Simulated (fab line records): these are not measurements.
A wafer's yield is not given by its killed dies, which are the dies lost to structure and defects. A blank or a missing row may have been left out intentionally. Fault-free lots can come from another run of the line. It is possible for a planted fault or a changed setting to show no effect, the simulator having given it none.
fab line records | flow sky130 | part 1 of 2: steps 1 to 27 of 40
record: lots: 5 | wafers: 15 | lastDay: 50
route steps=708 shown FIELD_ISO@16 NWELL@32 DNWELL@35 PWDE@45
lots with no fault: from the same line, run without faults
startH: hours from the record's opening day to when the first of the lot's shown wafers began | waitH: hours since the lot's step before | " identical to the entry in the row above | L1.1+2: a row that stands for several wafers | - either no value or no given start | * or withheld: withheld | < > ~ a bound
route shown NAME@n: names a module that has steps shown in the file, with the first one's number in the route | usual: the fault-free wafers' mean and standard deviation | same: alike in all rows | chamber/n: place in a boat | sites: each site's reading | _std_site: standard deviation of those values | _edge_site: inner sites' mean taken away from outer sites' mean | radiusMm: how far each site lies from the wafer's centre | mask NAME#n: copy n | behind: the tool/chamber that last shaped the wafer | hold: why the lot went on hold/how many hours it stayed there/how the hold came to an end | device: which transistor (n, p or np) failed to switch | end of line: the same wafers' tests at the end of the route | a step with no rows: only its recipe | killed: count of dies lost to structure and defects at first sort (not the wafer's yield) | map: dies across one wafer; x = killed, . = not, _ = none there
set.NAME: the setting that was run; set.NAME@STEP: the one run at that earlier step | model.NAME: the simulator's own value behind a step, which no gauge read
lots at selected steps of the route; one table per step, one row per wafer
services: the hour from which a tool's chamber was out of use, counted from the record's first day as startH (under 0 if before that day), plus the number of hours and why
== steps ==
step: SKY_FIELD_ISO_ETCH_15
recipe: chemistry: CHF3/O2 | targetDepthNm: 180 | stopOn: Si | sourceW: 600 | biasW: 200 | pressureMtorr: 40 | chf3FlowSccm: 50 | O2_flow_sccm: 5 | timeS: 72
usual: drypumpMotorCurrentA: 5.8/0.48 | oesProductAu: 0.945/0.0065 | throttleValvePct: 8.844/0.0095
lot.wafer | tool       | chamber | startH | waitH | drypumpMotorCurrentA | oesProductAu | rfHoursCounterH | throttleValvePct
L075.2    | rieDiel-03 | 0       | 33.79  | 0.0   | 5.8                  | 0.947        | 180             | 8.849
L075.3    | "          | 3       | "      | "     | 5.5                  | 0.940        | 118             | 8.849
L075.4    | "          | 2       | "      | "     | 6.7                  | 0.937        | -               | 8.850
L080.1    | rieDiel-04 | 0       | 59.39  | 0.0   | 5.8                  | 0.940        | 108             | 8.835
L080.2    | "          | 2       | "      | "     | 5.9                  | 0.942        | 52              | 8.853
L080.6    | "          | 0       | "      | "     | 5.8                  | 0.929        | -               | 8.815
L085.4    | rieDiel-04 | 2       | 86.72  | 0.0   | 5.9                  | 0.940        | 52              | 8.841
L085.5    | "          | 0       | "      | "     | 5.8                  | 0.953        | -               | 8.854
L085.6    | "          | 3       | "      | "     | 6.0                  | 0.954        | -               | 8.844
L087.1    | rieDiel-04 | 1       | 96.67  | 0.0   | 5.9                  | 0.937        | 105             | 8.837
L087.2    | "          | 2       | "      | "     | 5.9                  | 0.947        | 52              | 8.843
L087.3    | "          | 0       | "      | "     | 5.8                  | 0.944        | 109             | 8.850
L094.2    | rieDiel-02 | 2       | 135.37 | 0.0   | 5.0                  | 0.951        | 95              | 8.845
L094.4    | "          | 1       | "      | "     | 5.3                  | 0.939        | 73              | 8.834
L094.6    | "          | 3       | "      | "     | 6.1                  | 0.949        | -               | 8.864
step: SKY_FIELD_ISO_STRIP_16
recipe: chemistry: O2/N2 | powerW: 1400 | pressureMtorr: 1500 | platenTempC: withheld | o2FlowSccm: 3000 | n2FlowSccm: 300 | overashFraction: 0.5
usual: drypumpMotorCurrentA: 5.63/0.27 | oesProductAu: 0.378/0.0049 | stripTimeToEndpointS: 3.564/0.027
lot.wafer | tool           | chamber | startH | waitH | drypumpMotorCurrentA | oesProductAu | rfHoursCounterH | stripTimeToEndpointS
L075.2    | plasmaAsher-03 | 1       | 33.84  | 0.0   | 5.47                 | 0.383        | 35              | 3.518
L075.3    | "              | 1       | "      | "     | 5.48                 | 0.383        | -               | 3.551
L075.4    | "              | 0       | "      | "     | 5.76                 | 0.382        | -               | 3.573
L080.1    | plasmaAsher-03 | 0       | 59.44  | 0.0   | 5.70                 | 0.377        | 37              | 3.563
L080.2    | "              | 1       | "      | "     | 5.44                 | 0.373        | 37              | 3.543
L080.6    | "              | 0       | "      | "     | 5.73                 | 0.377        | -               | 3.553
L085.4    | plasmaAsher-03 | 1       | 86.81  | 0.1   | 5.48                 | 0.378        | -               | 3.579
L085.5    | "              | 1       | "      | "     | 5.47                 | 0.377        | -               | 3.609
L085.6    | "              | 0       | "      | "     | 5.72                 | 0.388        | -               | 3.587
L087.1    | plasmaAsher-01 | 0       | 96.73  | 0.0   | 5.29                 | 0.379        | 28              | 3.548
L087.2    | "              | 1       | "      | "     | 5.56                 | 0.378        | 28              | 3.547
L087.3    | "              | 1       | "      | "     | 5.55                 | 0.373        | -               | 3.587
L094.2    | plasmaAsher-03 | 1       | 135.43 | 0.0   | 5.48                 | 0.383        | 44              | 3.558
L094.4    | "              | 1       | "      | "     | 5.52                 | 0.384        | -               | 3.582
L094.6    | "              | 0       | "      | "     | 5.71                 | 0.395        | -               | 3.628
step: SKY_FIELD_ISO_ETCH_17
recipe: targetDepthA: 3420 | maskMaterial: Si3N4 | chemistry: HBr/Cl2/O2 | target: Si | taperDeg: 5 | icpW: 600 | biasW: 150 | pressureMtorr: 15 | HBr_flow_sccm: 150 | Cl2_flow_sccm: 40 | O2_flow_sccm: 6 | timeS: 97.7
usual: drypumpMotorCurrentA: 5.85/0.3 | oesProductAu: 0.999/0.0076 | throttleValvePct: 25.656/0.0091
lot.wafer | tool     | chamber | startH | waitH | drypumpMotorCurrentA | oesProductAu | rfHoursCounterH | throttleValvePct
L075.2    | rieSi-01 | 0       | 33.94  | 0.1   | 6.21                 | 1.009        | 113             | 25.650
L075.3    | "        | 3       | "      | "     | 5.74                 | 1.002        | 84              | 25.672
L075.4    | "        | 2       | "      | "     | 5.99                 | 1.001        | 48              | 25.660
L080.1    | rieSi-02 | 2       | 59.54  | 0.1   | 5.90                 | 0.998        | 41              | 25.660
L080.2    | "        | 0       | "      | "     | 6.21                 | 0.999        | 2               | 25.640
L080.6    | "        | 0       | "      | "     | 6.23                 | 1.001        | -               | 25.654
L085.4    | rieSi-02 | 1       | 86.88  | 0.0   | 5.23                 | 1.000        | 110             | 25.667
L085.5    | "        | 1       | "      | "     | 5.21                 | 0.991        | -               | 25.647
L085.6    | "        | 2       | "      | "     | 5.89                 | 1.005        | -               | 25.647
L087.1    | rieSi-02 | 1       | 96.83  | 0.1   | 5.19                 | 0.990        | 110             | 25.650
L087.2    | "        | 2       | "      | "     | 5.89                 | 1.000        | 42              | 25.657
L087.3    | "        | 3       | "      | "     | 5.53                 | 1.002        | 65              | 25.651
L094.2    | rieSi-01 | 3       | 135.53 | 0.1   | 5.75                 | 0.993        | 85              | 25.654
L094.4    | "        | 1       | "      | "     | 5.87                 | 0.992        | 97              | 25.655
L094.6    | "        | 2       | "      | "     | 6.01                 | 0.994        | -               | 25.664
step: SKY_FIELD_ISO_WET_ETCH_18
recipe: chemistry: H3PO4 | targetDepthNm: 25 | tempC: 160 | target: Si3N4 | timeS: 286
lot.wafer  | tool        | chamber | startH | waitH
L075.2+3+4 | wetBench-04 | 0       | 34.01  | 0.0
L080.1+2+6 | wetBench-02 | 1       | 59.61  | 0.0
L085.4+5+6 | wetBench-02 | 0       | 86.95  | 0.0
L087.1+2+3 | wetBench-02 | 2       | 96.90  | 0.0
L094.2+4+6 | wetBench-01 | 0       | 135.60 | 0.0
step: SKY_FIELD_ISO_CLEAN_19
recipe: chemistry: SC1/SC2 | mix: 1:4:20 | tempC: 70 | timeS: 150
lot.wafer  | tool        | chamber | startH | waitH
L075.2+3+4 | wetBench-02 | 1       | 34.10  | 0.0
L080.1+2+6 | wetBench-01 | 1       | 59.71  | 0.0
L085.4+5+6 | wetBench-02 | 3       | 87.04  | 0.0
L087.1+2+3 | wetBench-04 | 3       | 96.99  | 0.0
L094.2+4+6 | wetBench-04 | 0       | 135.69 | 0.0
step: SKY_FIELD_ISO_CLEAN_20
recipe: chemistry: dHF | timeS: 20 | dilution: 100:1
lot.wafer  | tool        | chamber | startH | waitH
L075.2+3+4 | wetBench-01 | 3       | 34.16  | 0.0
L080.1+2+6 | wetBench-04 | 3       | 59.76  | 0.0
L085.4+5+6 | wetBench-01 | 0       | 87.10  | 0.0
L087.1+2+3 | wetBench-01 | 3       | 97.04  | 0.0
L094.2+4+6 | wetBench-01 | 3       | 135.75 | 0.0
step: SKY_FIELD_ISO_WET_ETCH_21
recipe: chemistry: dHF | dilution: 100:1 | targetDepthNm: 20 | dry: ipaMarangoni | target: SiO2 | tempC: 25 | timeS: 400
lot.wafer  | tool        | chamber | startH | waitH
L075.2+3+4 | wetBench-04 | 0       | 34.17  | 0.0
L080.1+2+6 | wetBench-02 | 2       | 59.78  | 0.0
L085.4+5+6 | wetBench-02 | 3       | 87.11  | 0.0
L087.1+2+3 | wetBench-02 | 3       | 97.05  | 0.0
L094.2+4+6 | wetBench-04 | 3       | 135.76 | 0.0
step: SKY_FIELD_ISO_OXIDATION_22
recipe: tempC: 950 | ambient: O2 | stabiliseS: 600 | purgeS: 300 | targetThkA: 100 | oxTimeS: 623
usual: spikeTcBottomC: 969.9/1.1 | spikeTcCentreC: 950.1/1.1 | tubeCenterTempC: 950/0.085 | tube_center_temp_C_max: 952.5/0.45 | zonePowerBottomPct: 36/3.5 | zonePowerCentrePct: 19.5/0.33 | zonePowerLowerPct: 21.0/1.6
same: purgeS: 300 | stabiliseS: 600
lot.wafer | tool       | chamber | startH | waitH | spikeTcBottomC | spikeTcCentreC | tubeCenterTempC | tube_center_temp_C_max | zonePowerBottomPct | zonePowerCentrePct | zonePowerLowerPct
L075.2    | furnace-02 | 0       | 35.71  | 1.4   | 971.9          | 949.7          | 950.01          | 952.3                  | 39                 | 19.6               | 19.6
L075.3    | "          | 0       | "      | "     | 970.6          | 948.8          | 950.17          | 952.1                  | 38                 | 19.7               | 19.3
L075.4    | "          | 0       | "      | "     | 970.5          | 950.0          | 950.09          | 953.5                  | 38                 | 19.4               | 19.9
L080.1    | furnace-02 | 0       | 59.91  | 0.0   | 969.2          | 950.1          | 950.02          | 952.3                  | 38                 | 19.8               | 19.9
L080.2    | "          | 0       | "      | "     | 968.5          | 951.5          | 949.91          | 952.2                  | 38                 | 19.8               | 19.9
L080.6    | "          | 0       | "      | "     | 967.7          | 948.2          | 950.06          | 952.4                  | 39                 | 20.1               | 20.0
L085.4    | furnace-02 | 0       | 87.24  | 0.0   | 969.5          | 949.6          | 949.92          | 952.6                  | 37                 | 19.8               | 19.8
L085.5    | "          | 0       | "      | "     | 969.8          | 949.0          | 949.99          | 953.0                  | 38                 | 19.4               | 19.9
L085.6    | "          | 0       | "      | "     | 968.5          | 949.5          | 950.06          | 952.7                  | 38                 | 19.7               | 19.6
L087.1    | furnace-02 | 0       | 97.17  | 0.0   | 970.4          | 950.2          | 949.98          | 952.4                  | 38                 | 19.7               | 19.7
L087.2    | "          | 0       | "      | "     | 969.7          | 951.5          | 950.05          | 952.1                  | 38                 | 19.6               | 19.5
L087.3    | "          | 0       | "      | "     | 969.0          | 949.0          | 950.01          | 951.8                  | 38                 | 19.8               | 20.2
L094.2    | furnace-01 | 0       | 136.85 | 1.0   | 971.4          | 953.8          | 950.03          | 952.2                  | 30                 | 19.5               | 22.8
L094.4    | "          | 0       | "      | "     | 969.7          | 950.6          | 949.97          | 952.3                  | 31                 | 19.1               | 23.7
L094.6    | "          | 0       | "      | "     | 970.4          | 951.3          | 950.04          | 952.5                  | 30                 | 19.1               | 23.1
step: SKY_FIELD_ISO_THK_MEAS_23
recipe: reads: SiO2_of_FIELD_ISO_OXIDATION_22
usual: FIELD_ISO_OXIDATION_01_THK: 9.93/0.22
lot.wafer | tool         | chamber | startH | waitH | FIELD_ISO_OXIDATION_01_THK[nm]
L075.2    | filmMetro-04 | -       | 36.90  | 0.0   | 9.65
L075.3    | "            | -       | "      | "     | 9.65
L075.4    | "            | -       | "      | "     | 9.76
L080.1    | filmMetro-01 | -       | 61.08  | 0.0   | 9.88
L080.2    | "            | -       | "      | "     | 10.15
L080.6    | "            | -       | "      | "     | 10.02
L085.4    | filmMetro-04 | -       | 88.45  | 0.0   | 9.55
L085.5    | "            | -       | "      | "     | 9.42
L085.6    | "            | -       | "      | "     | 9.48
L087.1    | filmMetro-01 | -       | 98.34  | 0.0   | 9.82
L087.2    | "            | -       | "      | "     | 9.87
L087.3    | "            | -       | "      | "     | 9.88
L094.2    | filmMetro-01 | -       | 138.04 | 0.0   | 9.89
L094.4    | "            | -       | "      | "     | 9.71
L094.6    | "            | -       | "      | "     | 9.82
step: SKY_FIELD_ISO_CVD_24
recipe: material: SiO2 | targetThkNm: 595 | tempC: 650 | sigmaOpenFrac: 0.3 | timeS: 99.2 | sih4FlowSccm: 60 | pressureMtorr: 6
lot.wafer  | tool      | chamber | startH | waitH
L075.2+3+4 | hdpcvd-01 | 0,2,1   | 36.95  | 0.0
L080.1+2+6 | hdpcvd-02 | 0,1,1   | 61.14  | 0.1
L085.4+5+6 | hdpcvd-02 | 2,1,0   | 88.51  | 0.1
L087.1+2+3 | hdpcvd-02 | 2,0,1   | 98.40  | 0.1
L094.2+4+6 | hdpcvd-02 | 2,1,0   | 138.09 | 0.0
step: SKY_FIELD_ISO_THK_MEAS_25
recipe: reads: SiO2_of_FIELD_ISO_CVD_24
usual: FIELD_ISO_CVD_24_THK: 597/4.8
lot.wafer | tool         | chamber | startH | waitH | FIELD_ISO_CVD_24_THK[nm]
L075.2    | filmMetro-03 | -       | 37.03  | 0.0   | 589
L075.3    | "            | -       | "      | "     | 595
L075.4    | "            | -       | "      | "     | 589
L080.1    | filmMetro-04 | -       | 61.21  | 0.0   | 603
L080.2    | "            | -       | "      | "     | 601
L080.6    | "            | -       | "      | "     | 600
L085.4    | filmMetro-01 | -       | 88.58  | 0.0   | 600
L085.5    | "            | -       | "      | "     | 600
L085.6    | "            | -       | "      | "     | 594
L087.1    | filmMetro-04 | -       | 98.48  | 0.0   | 598
L087.2    | "            | -       | "      | "     | 598
L087.3    | "            | -       | "      | "     | 594
L094.2    | filmMetro-04 | -       | 138.17 | 0.0   | 592
L094.4    | "            | -       | "      | "     | 595
L094.6    | "            | -       | "      | "     | 595
step: SKY_FIELD_ISO_ANNEAL_26
recipe: tempC: 1000 | timeS: 1800 | ambient: N2
usual: spikeTcBottomC: 1020.2/1.2 | spikeTcCentreC: 1000.1/1.2 | tubeCenterTempC: 999.99/0.088 | tube_center_temp_C_max: 1002.6/0.4 | zonePowerBottomPct: 39/4 | zonePowerCentrePct: 21.7/0.42 | zonePowerLowerPct: 24.0/1.9
lot.wafer | tool       | chamber | startH | waitH | spikeTcBottomC | spikeTcCentreC | tubeCenterTempC | tube_center_temp_C_max | zonePowerBottomPct | zonePowerCentrePct | zonePowerLowerPct
L075.2    | furnace-02 | 0       | 38.40  | 1.4   | 1019.1         | 999.3          | 999.94          | 1002.6                 | 43                 | 22.0               | 22.4
L075.3    | "          | 0       | "      | "     | 1017.4         | 998.7          | 999.84          | 1003.1                 | 43                 | 21.8               | 22.2
L075.4    | "          | 0       | "      | "     | 1020.1         | 1000.4         | 1000.1          | 1003.1                 | 42                 | 21.8               | 22.0
L080.1    | furnace-01 | 0       | 61.74  | 0.5   | 1020.7         | 1000.9         | 999.97          | 1002.0                 | 35                 | 21.5               | 25.6
L080.2    | "          | 0       | "      | "     | 1020.8         | 1003.2         | 1000            | 1002.3                 | 35                 | 21.5               | 25.7
L080.6    | "          | 0       | "      | "     | 1021.6         | 1001.8         | 1000            | 1002.8                 | 35                 | 21.2               | 26.2
L085.4    | furnace-01 | 0       | 89.44  | 0.9   | 1020.7         | 1001.1         | 1000            | 1002.8                 | 34                 | 21.3               | 25.9
L085.5    | "          | 0       | "      | "     | 1021.9         | 1001.0         | 999.98          | 1002.3                 | 34                 | 21.3               | 25.7
L085.6    | "          | 0       | "      | "     | 1021.5         | 1001.0         | 999.98          | 1002.2                 | 34                 | 21.0               | 26.0
L087.1    | furnace-01 | 0       | 98.54  | 0.1   | 1020.1         | 1001.2         | 999.86          | 1002.9                 | 34                 | 21.7               | 26.7
L087.2    | "          | 0       | "      | "     | 1021.1         | 1000.7         | 999.88          | 1002.5                 | 35                 | 21.3               | 25.9
L087.3    | "          | 0       | "      | "     | 1022.7         | 1001.7         | 1000.1          | 1002.5                 | 34                 | 21.3               | 25.6
L094.2    | furnace-02 | 0       | 138.88 | 0.7   | 1020.3         | 997.9          | 1000.1          | 1002.5                 | 43                 | 22.0               | 22.3
L094.4    | "          | 0       | "      | "     | 1020.5         | 999.4          | 999.89          | 1003.0                 | 43                 | 22.2               | 22.3
L094.6    | "          | 0       | "      | "     | 1018.6         | 999.1          | 1000            | 1002.1                 | 43                 | 21.9               | 21.9
step: SKY_FIELD_ISO_CMP_27
recipe: stopOn: Si3N4 | tOverpolishS: 16 | downForcePsi: 4 | platenRpm: 60 | targetThkNm: 457.8 | padVelocityMS: 0.94248
usual: headPressurePsi: 4.000/0.008 | motorCurrentA: 11.8/1.4 | overpolishRunS: 16.000/0.0099 | timeToEndpointS: 111/3.8
lot.wafer | tool   | chamber | startH | waitH | headPressurePsi | motorCurrentA | overpolishRunS | timeToEndpointS
L075.3    | cmp-02 | 3       | 39.90  | 0.0   | 3.995           | 9.8           | 16.005         | 112
L075.2    | "      | 1       | "      | "     | 3.993           | 13.1          | 16.012         | 114
L075.4    | "      | 2       | "      | "     | 3.987           | 12.4          | 15.983         | 113
L080.1    | cmp-02 | 0       | 63.29  | 0.1   | 3.991           | 12.2          | 15.996         | 119
L080.2    | "      | 2       | "      | "     | 3.994           | 11.3          | 16.004         | 118
L080.6    | "      | 0       | "      | "     | 3.989           | 12.0          | 15.998         | 121
L085.4    | cmp-02 | 0       | 90.99  | 0.1   | 4.001           | 11.4          | 15.997         | 110
L085.5    | "      | 3       | "      | "     | 4.005           | 10.6          | 16.011         | 113
L085.6    | "      | 0       | "      | "     | 3.998           | 11.9          | 16.009         | 104
L087.1    | cmp-02 | 0       | 100.09 | 0.1   | 4.013           | 11.3          | 16.002         | 111
L087.3    | "      | 1       | "      | "     | 4.007           | 14.0          | 15.997         | 107
L087.2    | "      | 2       | "      | "     | 4.009           | 12.6          | 16.001         | 113
L094.4    | cmp-02 | 1       | 140.43 | 0.1   | 3.997           | 14.1          | 15.995         | 109
L094.2    | "      | 3       | "      | "     | 3.994           | 10.3          | 16.007         | 115
L094.6    | "      | 0       | "      | "     | 3.992           | 11.5          | 15.996         | 112
step: SKY_FIELD_ISO_WET_ETCH_28
recipe: chemistry: dHF | targetDepthNm: 23.7 | target: SiO2 | dilution: 10:1 | tempC: 25 | timeS: 47
lot.wafer  | tool        | chamber | startH | waitH
L075.2+3+4 | wetBench-04 | 0       | 40.20  | 0.1
L080.1+2+6 | wetBench-01 | 0       | 63.54  | 0.2
L085.4+5+6 | wetBench-01 | 0       | 91.24  | 0.2
L087.1+2+3 | wetBench-01 | 0       | 100.34 | 0.2
L094.2+4+6 | wetBench-01 | 3       | 140.68 | 0.1
step: SKY_FIELD_ISO_WET_ETCH_29
recipe: chemistry: H3PO4 | targetDepthNm: 160 | target: Si3N4 | tempC: 160 | timeS: 1825
lot.wafer  | tool        | chamber | startH | waitH
L075.2+3+4 | wetBench-02 | 1       | 40.22  | 0.0
L080.1+2+6 | wetBench-02 | 1       | 63.56  | 0.0
L085.4+5+6 | wetBench-02 | 1       | 91.27  | 0.0
L087.1+2+3 | wetBench-02 | 0       | 100.36 | 0.0
L094.2+4+6 | wetBench-02 | 1       | 140.70 | 0.0
step: SKY_FIELD_ISO_WET_ETCH_30
recipe: chemistry: dHF | targetDepthNm: 25 | target: SiO2 | dilution: 10:1 | tempC: 25 | timeS: 50
lot.wafer  | tool        | chamber | startH | waitH
L075.2+3+4 | wetBench-04 | 3       | 40.74  | 0.0
L080.1+2+6 | wetBench-01 | 3       | 64.08  | 0.0
L085.4+5+6 | wetBench-01 | 2       | 91.78  | 0.0
L087.1+2+3 | wetBench-04 | 1       | 100.88 | 0.0
L094.2+4+6 | wetBench-04 | 2       | 141.26 | 0.0
step: SKY_NWELL_CLEAN_00
recipe: chemistry: SC1/SC2 | mix: 1:4:20 | tempC: 70 | timeS: 150 | dry: n2Spin
lot.wafer  | tool        | chamber | startH | waitH
L075.2+3+4 | wetBench-01 | 1       | 40.76  | 0.0
L080.1+2+6 | wetBench-04 | 0       | 64.10  | 0.0
L085.4+5+6 | wetBench-04 | 0       | 91.81  | 0.0
L087.1+2+3 | wetBench-01 | 3       | 100.90 | 0.0
L094.2+4+6 | wetBench-01 | 0       | 141.29 | 0.0
step: SKY_NWELL_OXIDATION_01
recipe: tempC: 900 | ambient: O2 | stabiliseS: 600 | purgeS: 300 | targetThkA: 100 | oxTimeS: 1418
usual: spikeTcBottomC: 920.0/1.2 | spikeTcCentreC: 900.3/1 | tubeCenterTempC: 900/0.076 | tube_center_temp_C_max: 902.3/0.4 | zonePowerBottomPct: 31/3.3 | zonePowerCentrePct: 17.2/0.33 | zonePowerLowerPct: 18.9/1.5
same: purgeS: 300 | stabiliseS: 600
lot.wafer | tool       | chamber | startH | waitH | spikeTcBottomC | spikeTcCentreC | tubeCenterTempC | tube_center_temp_C_max | zonePowerBottomPct | zonePowerCentrePct | zonePowerLowerPct
L075.2    | furnace-02 | 0       | 41.07  | 0.3   | 919.2          | 899.0          | 900.05          | 902.6                  | 33                 | 17.9               | 17.4
L075.3    | "          | 0       | "      | "     | 919.7          | 900.0          | 900.01          | 902.4                  | 34                 | 17.3               | 17.4
L075.4    | "          | 0       | "      | "     | 919.3          | 900.6          | 899.86          | 902.3                  | 34                 | 17.3               | 17.7
L080.1    | furnace-02 | 0       | 65.23  | 1.1   | 919.6          | 900.0          | 899.99          | 901.5                  | 33                 | 17.5               | 17.7
L080.2    | "          | 0       | "      | "     | 919.9          | 900.9          | 900.03          | 902.1                  | 33                 | 17.0               | 17.2
L080.6    | "          | 0       | "      | "     | 920.4          | 901.5          | 899.99          | 902.3                  | 34                 | 17.4               | 17.4
L085.4    | furnace-01 | 0       | 93.70  | 1.8   | 919.5          | 899.7          | 899.92          | 902.1                  | 27                 | 16.9               | 20.7
L085.5    | "          | 0       | "      | "     | 919.7          | 901.5          | 900.07          | 902.5                  | 27                 | 17.1               | 20.2
L085.6    | "          | 0       | "      | "     | 919.5          | 899.7          | 899.98          | 903.3                  | 27                 | 16.8               | 20.0
L087.1    | furnace-01 | 0       | 101.45 | 0.5   | 921.7          | 902.5          | 899.9           | 902.5                  | 27                 | 16.9               | 20.5
L087.2    | "          | 0       | "      | "     | 920.1          | 901.5          | 899.89          | 902.1                  | 27                 | 16.5               | 20.7
L087.3    | "          | 0       | "      | "     | 920.1          | 900.6          | 899.93          | 902.3                  | 27                 | 17.2               | 20.7
L094.2    | furnace-02 | 0       | 141.89 | 0.5   | 919.0          | 898.8          | 899.96          | 903.0                  | 34                 | 17.2               | 17.7
L094.4    | "          | 0       | "      | "     | 919.1          | 899.9          | 899.97          | 901.9                  | 33                 | 17.4               | 17.5
L094.6    | "          | 0       | "      | "     | 919.8          | 899.3          | 899.99          | 901.9                  | 33                 | 17.3               | 17.3
step: SKY_NWELL_THK_MEAS_02
recipe: reads: SiO2_of_NWELL_OXIDATION_01
usual: NWELL_OXIDATION_THK: 9.91/0.19
lot.wafer | tool         | chamber | startH | waitH | NWELL_OXIDATION_THK[nm]
L075.2    | filmMetro-02 | -       | 42.48  | 0.0   | 10.13
L075.3    | "            | -       | "      | "     | 9.92
L075.4    | "            | -       | "      | "     | 10.04
L080.1    | filmMetro-03 | -       | 66.62  | 0.0   | 9.95
L080.2    | "            | -       | "      | "     | 9.91
L080.6    | "            | -       | "      | "     | 10.03
L085.4    | filmMetro-03 | -       | 95.12  | 0.0   | 10.04
L085.5    | "            | -       | "      | "     | 10.05
L085.6    | "            | -       | "      | "     | 10.16
L087.1    | filmMetro-03 | -       | 102.84 | 0.0   | 9.69
L087.2    | "            | -       | "      | "     | 9.62
L087.3    | "            | -       | "      | "     | 9.66
L094.2    | filmMetro-01 | -       | 143.30 | 0.0   | 9.81
L094.4    | "            | -       | "      | "     | 9.85
L094.6    | "            | -       | "      | "     | 9.87
step: SKY_DNWELL_DEHYDRATE_00
recipe: tempC: 200 | timeS: 60
lot.wafer  | tool          | chamber | startH | waitH
L075.2+3+4 | lithoTrack-02 | 0       | 49.30  | 6.8
L080.1+2+6 | lithoTrack-04 | 0       | 74.54  | 7.9
L085.4+5+6 | lithoTrack-03 | 0       | 103.41 | 8.3
L087.1+2+3 | lithoTrack-02 | 0       | 111.07 | 8.2
L094.2+4+6 | lithoTrack-02 | 0       | 152.45 | 9.1
step: SKY_DNWELL_HMDS_01
recipe: primeTimeS: 60 | primeTempC: 120
lot.wafer  | tool          | chamber | startH | waitH
L075.2+3+4 | lithoTrack-02 | 0       | 49.45  | 0.1
L080.1+2+6 | lithoTrack-04 | 0       | 74.69  | 0.1
L085.4+5+6 | lithoTrack-03 | 0       | 103.56 | 0.1
L087.1+2+3 | lithoTrack-02 | 0       | 111.22 | 0.1
L094.2+4+6 | lithoTrack-02 | 0       | 152.60 | 0.1
step: SKY_DNWELL_COAT_02
recipe: spinRpm: 2000 | resistThkNm: 3000
lot.wafer  | tool          | chamber | startH | waitH
L075.2+3+4 | lithoTrack-02 | 0       | 49.60  | 0.1
L080.1+2+6 | lithoTrack-04 | 0       | 74.84  | 0.1
L085.4+5+6 | lithoTrack-03 | 0       | 103.71 | 0.1
L087.1+2+3 | lithoTrack-02 | 0       | 111.37 | 0.1
L094.2+4+6 | lithoTrack-02 | 0       | 152.75 | 0.1
step: SKY_DNWELL_SOFTBAKE_03
recipe: tempC: 110 | timeS: withheld
lot.wafer  | tool          | chamber | startH | waitH
L075.2+3+4 | lithoTrack-02 | 0       | 49.76  | 0.1
L080.1+2+6 | lithoTrack-04 | 0       | 74.99  | 0.1
L085.4+5+6 | lithoTrack-03 | 0       | 103.88 | 0.1
L087.1+2+3 | lithoTrack-02 | 0       | 111.52 | 0.1
L094.2+4+6 | lithoTrack-02 | 0       | 152.91 | 0.1
step: SKY_DNWELL_EXPOSE_04
recipe: maskId: DNM | na: 0.57 | targetCdNm: 3000 | doseMj: 222
lot.wafer  | tool            | chamber | startH | waitH | mask
L075.2+3+4 | ilineStepper-02 | 0       | -      | -     | DNM#0
L080.1+2+6 | ilineStepper-01 | 0       | -      | -     | DNM#0
L085.4+5+6 | ilineStepper-01 | 0       | -      | -     | DNM#0
L087.1+2+3 | ilineStepper-01 | 0       | -      | -     | DNM#0
L094.2+4+6 | ilineStepper-02 | 0       | -      | -     | DNM#0
step: SKY_DNWELL_PEB_05
recipe: tempC: 115 | timeS: withheld
lot.wafer  | tool          | chamber | startH | waitH
L075.2+3+4 | lithoTrack-02 | 0       | -      | -
L080.1+2+6 | lithoTrack-02 | 0       | -      | -
L085.4+5+6 | lithoTrack-04 | 0       | -      | -
L087.1+2+3 | lithoTrack-04 | 0       | -      | -
L094.2+4+6 | lithoTrack-04 | 0       | -      | -
step: SKY_DNWELL_DEVELOP_06
recipe: wallAngleDeg: 90 | developer: TMAH | developTimeS: 60 | devTempC: 23
same: developTimeS: 60
lot.wafer  | tool          | chamber | startH | waitH
L075.2+3+4 | lithoTrack-02 | 0       | -      | -
L080.1+2+6 | lithoTrack-02 | 0       | -      | -
L085.4+5+6 | lithoTrack-04 | 0       | -      | -
L087.1+2+3 | lithoTrack-04 | 0       | -      | -
L094.2+4+6 | lithoTrack-04 | 0       | -      | -
step: SKY_DNWELL_IMPLANT_07
recipe: species: P | energyKev: withheld | doseCm2: withheld | tiltDeg: withheld
lot.wafer  | tool         | chamber | startH | waitH
L075.2+3+4 | implanter-01 | 0       | 57.80  | -
L080.1+2+6 | implanter-02 | 0       | 83.77  | -
L085.4+5+6 | implanter-02 | 0       | 112.51 | -
L087.1+2+3 | implanter-01 | 0       | 120.19 | -
L094.2+4+6 | implanter-03 | 0       | 162.96 | -
